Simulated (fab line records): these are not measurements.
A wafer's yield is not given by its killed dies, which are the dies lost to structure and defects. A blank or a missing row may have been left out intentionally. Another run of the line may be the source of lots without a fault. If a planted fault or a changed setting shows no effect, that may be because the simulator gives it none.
fab line records    flow sky130
[record] lots = 5  wafers = 15  last_day = 49
route steps=708 shown METAL1@446 VIA1@458 PAD_OPEN@708
lots with no fault: from the same line, run without faults
start_h: start of the lot's first displayed wafer, in hours after the record's first day    wait_h: how many hours have passed since the lot's step before this one    " same as the row above    L1.1+2: a row that stands for several wafers    - no value, or no start was given    * or withheld: withheld    < > ~ a bound
route shown NAME@n: a module of which the file shows steps, and the number in the route of the first    usual: mean and standard deviation over wafers with no fault    same: alike in all rows    chamber/n: place in a boat    sites: each site's reading    _std_site: standard deviation across them    _edge_site: mean of outer sites minus mean of inner sites    radius_mm: for every site, how far away it sits from the centre of the wafer    mask NAME#n: copy n    behind: the last tool/chamber to shape the wafer    hold: the reason the lot was held/the length of the hold in hours/how it ended    device: the transistor (n, p or np) that didn't switch    end of line: tests of these same wafers at the route's end    step lacking rows: just its recipe    killed: the dies lost at the first sort to structure and to defects; this is not the yield of the wafer    map: a wafer's dies, marking killed ones x, the rest . and places with no die _
set.NAME: the setting as run; set.NAME@STEP: as run at that earlier step    model.NAME: the simulator's own value behind a step, which no gauge read
lots seen at some steps along the route; tables by step, rows by wafer
services: when a tool's chamber went out of use (start_h, in hours from the record's first day, below 0 if earlier), for how many hours, and the reason
[[steps]]
[step SKY_METAL1_EXPOSE_12]
[recipe] mask_id = MM1  na = 0.8  source_shape = annular  sigma_inner = 0.55  sigma_outer = 0.85  target_cd_nm = 140  dose_mj = 28
[step SKY_METAL1_PEB_13]
[recipe] peb_temp_c = withheld  peb_time_s = withheld  resist = KrF-thick
[step SKY_METAL1_DEVELOP_14]
[recipe] develop_time_s = 60  resist = KrF-thick  dev_temp_c = 21
[step SKY_METAL1_CD_MEAS_15]
[recipe] target_cd_nm = 140
[usual] cd_nm = 140.2/1.5
lot.wafer  tool       chamber  start_h  wait_h  cd_nm
L750.1     cd_sem-01  -        782.68   -       140.9
L750.2     "          -        "        "       140.5
L750.6     "          -        "        "       142.5
L753.1     cd_sem-01  -        816.66   -       142.6
L753.3     "          -        "        "       142.0
L753.5     "          -        "        "       142.8
L756.2     cd_sem-02  -        834.25   -       137.6
L756.4     "          -        "        "       139.2
L756.6     "          -        "        "       138.1
L757.1     cd_sem-01  -        839.93   -       141.5
L757.2     "          -        "        "       141.3
L757.3     "          -        "        "       140.7
L766.4     cd_sem-01  -        906.22   -       138.1
L766.5     "          -        "        "       139.9
L766.6     "          -        "        "       139.6
[step SKY_METAL1_OVL_MEAS_16]
[usual] METAL1_OVL = -3/6.1
lot.wafer  tool        chamber  start_h  wait_h  METAL1_OVL[nm]
L750.1     overlay-02  -        782.80   0.1     -2
L750.2     "           -        "        "       -3
L750.6     "           -        "        "       -3
L753.1     overlay-02  -        816.78   0.1     -16
L753.3     "           -        "        "       -11
L753.5     "           -        "        "       -15
L756.2     overlay-01  -        834.36   0.1     -1
L756.4     "           -        "        "       3
L756.6     "           -        "        "       0
L757.1     overlay-02  -        840.05   0.1     -7
L757.2     "           -        "        "       -3
L757.3     "           -        "        "       -5
L766.4     overlay-02  -        906.30   0.1     -3
L766.5     "           -        "        "       -3
L766.6     "           -        "        "       -5
[step SKY_METAL1_DESCUM_17]
[recipe] chemistry = O2  source_power_w = 150  bias_power_w = 0  pressure_mtorr = 10  temp_c = 40  time_s = 8
[usual] drypump_motor_current_A = 5.6/0.69  oes_product_au = 1.005/0.0097
lot.wafer  tool          chamber  start_h  wait_h  drypump_motor_current_A  oes_product_au  rf_hours_counter_h
L750.1     rie_metal-01  1        782.84   0.0     4.9                      0.999           8
L750.2     "             0        "        "       5.2                      0.998           2
L750.6     "             1        "        "       4.9                      1.006           -
L753.1     rie_metal-01  0        816.81   0.0     5.2                      1.015           3
L753.3     "             1        "        "       4.9                      0.996           -
L753.5     "             1        "        "       4.8                      1.005           -
L756.2     rie_metal-04  1        834.39   0.0     6.8                      1.007           8
L756.4     "             0        "        "       5.5                      0.995           -
L756.6     "             0        "        "       5.4                      0.995           -
L757.1     rie_metal-04  0        840.09   0.0     5.4                      0.997           11
L757.2     "             1        "        "       6.8                      1.006           8
L757.3     "             1        "        "       6.8                      0.996           -
L766.4     rie_metal-03  1        906.33   0.0     5.8                      1.019           -
L766.5     "             1        "        "       5.8                      1.015           -
L766.6     "             0        "        "       5.0                      1.004           -
[step SKY_METAL1_ETCH_18]
[recipe] chemistry = N2/H2  target = BARC  ion_energy_ev = 200  bias_w = 100  pressure_mtorr = 30  n2_flow_sccm = 100  h2_flow_sccm = 200  icp_w = 500  stop_on = SiO2  time_s = 45.9  target_depth_a = 600
[usual] drypump_motor_current_A = 5.7/0.69  oes_product_au = 0.854/0.0043  throttle_valve_pct = 13.225/0.008
lot.wafer  tool          chamber  start_h  wait_h  drypump_motor_current_A  oes_product_au  rf_hours_counter_h  throttle_valve_pct
L750.1     rie_metal-01  1        782.87   0.0     4.9                      0.859           8                   13.229
L750.2     "             0        "        "       5.3                      0.856           2                   13.220
L750.6     "             1        "        "       4.9                      0.850           -                   13.226
L753.1     rie_metal-01  0        816.84   0.0     5.3                      0.851           3                   13.234
L753.3     "             1        "        "       4.9                      0.856           -                   13.211
L753.5     "             1        "        "       4.9                      0.847           -                   13.234
L756.2     rie_metal-04  1        834.42   0.0     6.8                      0.855           8                   13.206
L756.4     "             0        "        "       5.5                      0.851           -                   13.230
L756.6     "             0        "        "       5.5                      0.859           -                   13.225
L757.1     rie_metal-04  0        840.12   0.0     5.5                      0.859           11                  13.233
L757.2     "             1        "        "       6.8                      0.852           8                   13.219
L757.3     "             1        "        "       6.8                      0.855           -                   13.229
L766.4     rie_metal-03  1        906.37   0.0     5.9                      0.851           -                   13.228
L766.5     "             1        "        "       5.8                      0.855           -                   13.229
L766.6     "             0        "        "       5.0                      0.855           -                   13.225
[step SKY_METAL1_METAL_ETCH_19]
[recipe] target_depth_a = 3600  stop_on = SiO2  over_etch_frac = 0.3  time_s = 78  chemistry = Cl2/BCl3  resist_sidewall_deg = 88  pressure_mtorr = 10  icp_w = 900  bias_w = 48.5  Cl2_flow_sccm = 60  bcl3_flow_sccm = 30
[usual] drypump_motor_current_A = 5.6/0.69  oes_product_au = 0.855/0.0058  throttle_valve_pct = 22.265/0.0094
lot.wafer  tool          chamber  start_h  wait_h  drypump_motor_current_A  oes_product_au  rf_hours_counter_h  throttle_valve_pct
L750.1     rie_metal-01  1        782.93   0.0     4.9                      0.858           8                   22.270
L750.2     "             0        "        "       5.2                      0.858           2                   22.281
L750.6     "             1        "        "       4.9                      0.853           -                   22.246
L753.1     rie_metal-01  0        816.91   0.0     5.2                      0.854           3                   22.251
L753.3     "             1        "        "       4.9                      0.855           -                   22.276
L753.5     "             1        "        "       4.9                      0.853           -                   22.264
L756.2     rie_metal-04  1        834.48   0.0     6.8                      0.855           8                   22.254
L756.4     "             0        "        "       5.5                      0.852           -                   22.269
L756.6     "             0        "        "       5.5                      0.854           -                   22.257
L757.1     rie_metal-04  0        840.18   0.0     5.5                      0.860           11                  22.270
L757.2     "             1        "        "       6.8                      0.855           8                   22.243
L757.3     "             1        "        "       6.8                      0.866           -                   22.275
L766.4     rie_metal-03  1        906.44   0.1     5.8                      0.859           -                   22.273
L766.5     "             1        "        "       5.8                      0.862           -                   22.270
L766.6     "             0        "        "       4.9                      0.856           -                   22.265
[step SKY_METAL1_STRIP_20]
[recipe] chemistry = O2/N2  power_w = 1400  pressure_mtorr = 1500  platen_temp_c = withheld  o2_flow_sccm = 3000  n2_flow_sccm = 300  overash_fraction = 0.5
[usual] drypump_motor_current_A = 5.66/0.27  oes_product_au = 0.342/0.0048  strip_time_to_endpoint_s = 2.68/0.045
lot.wafer  tool             chamber  start_h  wait_h  drypump_motor_current_A  oes_product_au  rf_hours_counter_h  strip_time_to_endpoint_s
L750.1     plasma_asher-03  1        783.02   0.1     6.01                     0.348           4                   2.75
L750.2     "                0        "        "       5.14                     0.339           4                   2.67
L750.6     "                1        "        "       6.02                     0.347           -                   2.75
L753.1     plasma_asher-03  0        817.00   0.1     5.17                     0.344           7                   2.68
L753.3     "                0        "        "       5.14                     0.346           -                   2.70
L753.5     "                1        "        "       5.98                     0.351           -                   2.73
L756.2     plasma_asher-04  0        834.57   0.1     5.65                     0.350           40                  2.69
L756.4     "                1        "        "       5.92                     0.345           -                   2.79
L756.6     "                0        "        "       5.63                     0.346           -                   2.76
L757.1     plasma_asher-03  1        840.27   0.1     6.00                     0.346           10                  2.75
L757.2     "                0        "        "       5.14                     0.338           10                  2.64
L757.3     "                0        "        "       5.16                     0.349           -                   2.65
L766.4     plasma_asher-02  0        906.53   0.1     5.57                     0.340           -                   2.65
L766.5     "                0        "        "       5.57                     0.344           -                   2.65
L766.6     "                1        "        "       5.45                     0.336           -                   2.65
[step SKY_METAL1_STRIP_21]
[recipe] chemistry = post_etch_residue_remover  time_s = 1200  temp_c = 72.5
[step SKY_METAL1_CLEAN_22]
[recipe] chemistry = IPA  time_s = 180  temp_c = 25
[step SKY_METAL1_CLEAN_23]
[recipe] chemistry = O3/DIW  dry = n2_spin
[step SKY_VIA1_HDPCVD_00]
[recipe] material = SiO2  target_thk_nm = 1030  sigma_open_frac = 0.3  time_s = 171.7  temp_c = 400  sih4_flow_sccm = 60  pressure_mtorr = 6
[usual] pressure_mtorr = 5.999/0.011  sih4_flow_sccm = 59.99/0.19
lot.wafer  tool       chamber  start_h  wait_h  pressure_mtorr  sih4_flow_sccm  model.SiO2_of_VIA1_HDPCVD_00.thk_nm
L750.1     hdpcvd-01  1        783.74   0.0     6.004           60.04           1013
L750.2     "          0        "        "       6.017           59.96           1017
L750.6     "          1        "        "       6.004           60.30           1010
L753.1     hdpcvd-02  0        817.66   0.0     5.987           59.94           1022
L753.3     "          2        "        "       6.005           59.66           1010
L753.5     "          2        "        "       6.010           59.96           1025
L756.2     hdpcvd-02  1        835.19   0.0     5.993           59.63           1009
L756.4     "          1        "        "       6.012           59.88           1022
L756.6     "          0        "        "       6.001           60.16           1022
L757.1     hdpcvd-02  2        840.91   0.0     6.015           59.92           1005
L757.2     "          1        "        "       6.015           59.87           1022
L757.3     "          0        "        "       6.010           60.19           1015
L766.4     hdpcvd-01  0        907.15   0.1     5.992           29.84           503.7
L766.5     "          1        "        "       6.016           60.03           1015
L766.6     "          2        "        "       5.991           59.92           1030
[step SKY_VIA1_THK_MEAS_01]
[recipe] reads = SiO2_of_VIA1_HDPCVD_00
[usual] VIA1_HDPCVD_THK = 1024/10
lot.wafer  tool           chamber  start_h  wait_h  VIA1_HDPCVD_THK[nm]
L750.1     film_metro-01  -        783.86   0.1     1013
L750.2     "              -        "        "       1017
L750.6     "              -        "        "       1011
L753.1     film_metro-01  -        817.77   0.1     1021
L753.3     "              -        "        "       1009
L753.5     "              -        "        "       1026
L756.2     film_metro-04  -        835.32   0.1     1009
L756.4     "              -        "        "       1022
L756.6     "              -        "        "       1021
L757.1     film_metro-03  -        841.03   0.1     1004
L757.2     "              -        "        "       1022
L757.3     "              -        "        "       1015
L766.4     film_metro-01  -        907.23   0.0     503
L766.5     "              -        "        "       1015
L766.6     "              -        "        "       1031
[step SKY_VIA1_CMP_02]
[recipe] material = SiO2  down_force_psi = 4  platen_rpm = 60  pad_velocity_m_s = 0.94248
[usual] motor_current_A = 11.4/1.2  slurry_filter_dp_kPa = 13.49/0.13
lot.wafer  tool    chamber  start_h  wait_h  motor_current_A  slurry_filter_dp_kPa
L750.1     cmp-02  2        783.92   0.1     10.5             13.66
L750.2     "       0        "        "       12.8             13.31
L750.6     "       3        "        "       9.9              13.60
L753.1     cmp-01  1        817.83   0.1     11.1             13.35
L753.3     "       0        "        "       11.3             13.31
L753.5     "       2        "        "       10.8             13.70
L756.2     cmp-02  3        835.37   0.0     10.1             13.74
L756.4     "       2        "        "       10.6             13.30
L756.6     "       3        "        "       9.5              13.38
L757.2     cmp-02  1        841.09   0.0     13.5             13.43
L757.1     "       2        "        "       11.0             13.73
L757.3     "       0        "        "       12.2             13.56
L766.4     cmp-02  2        907.26   0.0     10.5             13.66
L766.6     "       2        "        "       10.6             13.55
L766.5     "       3        "        "       9.4              13.44
[step SKY_PAD_OPEN_PROBE_99]
[usual] defect_limited_yield = 82.6/2.2  killed_at_M0_to_M3 = 43/7.9  killed_at_M4_up = 2.9/1.8  killed_at_contacts = 24/5.5  killed_at_front_end = 15/4.2  killed_at_other = 0.2/0.46  killed_dies = 86/11  killed_open = 47/8.1  killed_short = 39/6.4
[same] gross_dies = 492  killed_at_back_side = 0
lot.wafer  tool       chamber  start_h  wait_h  defect_limited_yield[%]  killed_at_M0_to_M3  killed_at_M4_up  killed_at_contacts  killed_at_front_end  killed_at_other  killed_dies  killed_open  killed_short  model.etest.tester.sort_n_pass  model.etest.tester.sort_bin_3_pct  model.etest.tester.sort_yield_pct  model.etest.met2_comb.leak_log10_a_um  model.etest.tester.sort_bin_4_pct  model.etest.tester.sort_bin_8_pct
L750.1     prober-01  -        1092.84  0.1     78.7                     46                  3                43                  13                   0                105          64           41            387                             0.813                              78.66                              -11.9                                  0                                  0
L750.2     prober-01  -        1092.89  0.1     80.7                     51                  0                28                  16                   0                95           47           48            397                             1.016                              80.69                              -12                                    0                                  0
L750.6     prober-01  -        1093.09  0.2     81.3                     44                  3                28                  17                   0                92           41           51            400                             1.016                              81.3                               -11.85                                 0                                  0
L753.1     prober-02  -        1118.26  0.1     79.5                     54                  7                27                  13                   0                101          48           53            391                             1.626                              79.47                              -12.04                                 0                                  0
L753.3     prober-02  -        1118.36  0.2     81.7                     46                  0                25                  19                   0                90           51           39            402                             0.6098                             81.71                              -11.93                                 0                                  0
L753.5     prober-02  -        1118.46  0.2     81.3                     48                  4                21                  19                   0                92           52           40            400                             1.016                              81.3                               -12.1                                  0                                  0
L756.2     prober-01  -        1131.60  0.1     78.5                     58                  2                30                  16                   0                106          66           40            386                             0.6098                             78.46                              -11.96                                 0                                  0
L756.4     prober-01  -        1131.70  0.2     83.7                     45                  1                18                  15                   1                80           49           31            412                             0                                  83.74                              -12.09                                 0                                  0
L756.6     prober-01  -        1131.80  0.2     85.8                     46                  4                12                  8                    0                70           32           38            422                             1.829                              85.77                              -12.01                                 0                                  0
L757.1     prober-02  -        1135.41  0.1     82.5                     50                  1                22                  13                   0                86           52           34            406                             0.2033                             82.52                              -12.12                                 0                                  0
L757.2     prober-02  -        1135.46  0.1     81.1                     50                  6                27                  10                   0                93           49           44            399                             0.2033                             81.1                               -11.84                                 0                                  0
L757.3     prober-02  -        1135.51  0.2     83.7                     35                  2                32                  11                   0                80           55           25            412                             0.6098                             83.74                              -12.06                                 0                                  0
L766.4     prober-01  -        1182.76  0.2     80.5                     48                  5                29                  14                   0                96           53           43            240                             32.72                              48.78                              -7.293                                 1.347e-09                          1.067e-10
L766.5     prober-01  -        1182.81  0.2     81.1                     55                  4                18                  14                   2                93           51           42            399                             0.813                              81.1                               -12.04                                 0                                  0
L766.6     prober-01  -        1182.86  0.2     81.3                     55                  1                30                  6                    0                92           52           40            400                             0.4065                             81.3                               -12.07                                 0                                  0
// killed by level:class
L750.1 CONTACT:geometric_particle:open=18 LI_CONTACT:geometric_particle:open=13 VIA1:geometric_particle:open=11 VIA2:geometric_particle:open=8 VIA3:geometric_particle:open=7 CONTACT:geometric_particle:short=6 VIA1:geometric_particle:short=5 METAL2:geometric_particle:short=4
L750.2 VIA1:geometric_particle:open=12 LI_CONTACT:geometric_particle:open=8 LOCAL_INTERCONNECT:geometric_particle:short=7 VIA3:geometric_particle:open=7 CONTACT:geometric_particle:short=7 VIA2:geometric_particle:open=7 METAL1:geometric_particle:short=6 FIELD_ISO:geometric_particle:short=5
L750.6 CONTACT:geometric_particle:short=9 VIA1:geometric_particle:short=9 VIA1:geometric_particle:open=8 CONTACT:geometric_particle:open=7 LI_CONTACT:geometric_particle:open=6 METAL1:geometric_particle:short=5 VIA3:geometric_particle:open=5 FIELD_ISO:geometric_particle:open=4
L753.1 VIA1:geometric_particle:open=13 VIA3:geometric_particle:open=10 VIA1:geometric_particle:short=9 CONTACT:geometric_particle:open=7 POLY_GATE:geometric_particle:short=6 LI_CONTACT:geometric_particle:open=6 CONTACT:geometric_particle:short=6 METAL4:geometric_particle:short=6
L753.3 VIA1:geometric_particle:open=14 LI_CONTACT:geometric_particle:open=8 CONTACT:geometric_particle:open=8 POLY_GATE:geometric_particle:short=7 POLY_GATE:geometric_particle:open=7 VIA3:geometric_particle:short=6 METAL1:geometric_particle:short=5 METAL2:geometric_particle:short=5
L753.5 VIA1:geometric_particle:open=13 LI_CONTACT:geometric_particle:open=10 VIA3:geometric_particle:open=7 VIA2:geometric_particle:open=7 FIELD_ISO:geometric_particle:short=5 METAL1:geometric_particle:short=5 VIA1:geometric_particle:short=5 FIELD_ISO:geometric_particle:open=4
L756.2 CONTACT:geometric_particle:open=15 METAL1:geometric_particle:short=12 VIA1:geometric_particle:open=12 LI_CONTACT:geometric_particle:open=10 VIA2:geometric_particle:open=7 VIA3:geometric_particle:open=7 METAL3:geometric_particle:short=6 FIELD_ISO:geometric_particle:short=4
L756.4 VIA3:geometric_particle:open=14 VIA1:geometric_particle:open=12 FIELD_ISO:geometric_particle:open=5 CONTACT:geometric_particle:open=5 FIELD_ISO:geometric_particle:short=4 LI_CONTACT:geometric_particle:open=4 LOCAL_INTERCONNECT:geometric_particle:short=3 CONTACT:geometric_particle:short=3
L756.6 VIA1:geometric_particle:open=11 VIA3:geometric_particle:open=8 METAL2:geometric_particle:short=7 METAL1:geometric_particle:short=4 VIA3:geometric_particle:short=4 METAL4:geometric_particle:short=4 LOCAL_INTERCONNECT:geometric_particle:short=3 POLY_CUT:geometric_particle:short=3
L757.1 VIA1:geometric_particle:open=13 CONTACT:geometric_particle:open=8 VIA3:geometric_particle:open=8 METAL2:geometric_particle:short=6 VIA2:geometric_particle:open=6 FIELD_ISO:geometric_particle:open=5 LI_CONTACT:geometric_particle:open=5 LI_CONTACT:geometric_particle:short=4
L757.2 CONTACT:geometric_particle:open=12 METAL2:geometric_particle:short=10 VIA2:geometric_particle:open=8 VIA1:geometric_particle:open=8 LI_CONTACT:geometric_particle:open=6 METAL1:geometric_particle:short=6 METAL3:geometric_particle:short=6 VIA3:geometric_particle:open=6
L757.3 CONTACT:geometric_particle:open=13 VIA1:geometric_particle:open=8 LI_CONTACT:geometric_particle:open=8 VIA3:geometric_particle:open=8 CONTACT:geometric_particle:short=6 METAL2:geometric_particle:short=6 VIA2:geometric_particle:open=6 FIELD_ISO:geometric_particle:open=4
L766.4 LI_CONTACT:geometric_particle:open=13 VIA1:geometric_particle:open=10 VIA3:geometric_particle:open=6 CONTACT:geometric_particle:short=6 VIA2:geometric_particle:open=6 FIELD_ISO:geometric_particle:open=5 METAL2:geometric_particle:short=5 CONTACT:geometric_particle:open=5
L766.5 VIA1:geometric_particle:open=12 LI_CONTACT:geometric_particle:open=9 VIA3:geometric_particle:open=7 VIA2:geometric_particle:short=6 METAL2:geometric_particle:short=6 VIA2:geometric_particle:open=6 FIELD_ISO:geometric_particle:open=5 VIA1:geometric_particle:short=5
L766.6 VIA2:geometric_particle:open=13 VIA1:geometric_particle:open=12 LI_CONTACT:geometric_particle:open=11 CONTACT:geometric_particle:open=7 METAL2:geometric_particle:short=6 CONTACT:geometric_particle:short=5 VIA1:geometric_particle:short=5 LOCAL_INTERCONNECT:geometric_particle:short=4
[[services]]
tool             chamber  start_h  hours  kind
rie_metal-04     -        766.06   0.2    repair
cmp-01           -        784.90   1.9    repair
hdpcvd-02        -        786.17   0.6    repair
rie_metal-03     0        803.54   -      clean
rie_metal-03     0        803.54   20.4   scheduled_down
rie_metal-03     0        803.54   20.4   vent_cycle
plasma_asher-02  -        804.10   0.6    repair
plasma_asher-02  -        825.14   4.0    pm
cmp-01           -        826.16   7.2    pm
plasma_asher-04  -        830.09   0.3    repair
plasma_asher-02  -        832.77   9.1    repair
rie_metal-01     0        850.49   3.7    repair
rie_metal-04     -        855.53   6.7    repair
hdpcvd-01        1        860.31   10.5   repair
rie_metal-03     -        873.94   1.0    repair
rie_metal-01     -        883.66   4.3    pm
cmp-02           -        897.99   7.2    pm
hdpcvd-02        -        907.10   6.0    pm
[[key]]
[first_sign] step = SKY_VIA1_HDPCVD_00  reading = sih4_flow_sccm  direction = down  sigmas = 99+  usual = 59.99  struck = 29.84
[effect] step = SKY_VIA1_THK_MEAS_01  reading = VIA1_HDPCVD_THK  direction = down  sigmas = 50  usual = 1024  struck = 503
[model_effect] step = SKY_VIA1_HDPCVD_00  value = SiO2_of_VIA1_HDPCVD_00.thk_nm  without = 1019  struck = 503.7
[model_effect] step = SKY_PAD_OPEN_PROBE_99  value = etest.tester.sort_n_pass  without = 396  struck = 240
met_at SKY_VIA1_HDPCVD_00
struck_wafers L766.4
onset_between 783.74 907.15
[fault] kind = process_parameter_drift  tool = hdpcvd-01  chamber = 0  onset_h = 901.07  steps = SKY_VIA1_HDPCVD_00  channel = sih4_flow_sccm  offset = -30  shape = step  end_h = 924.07  acts_in = these_recipes_only  stated = 60
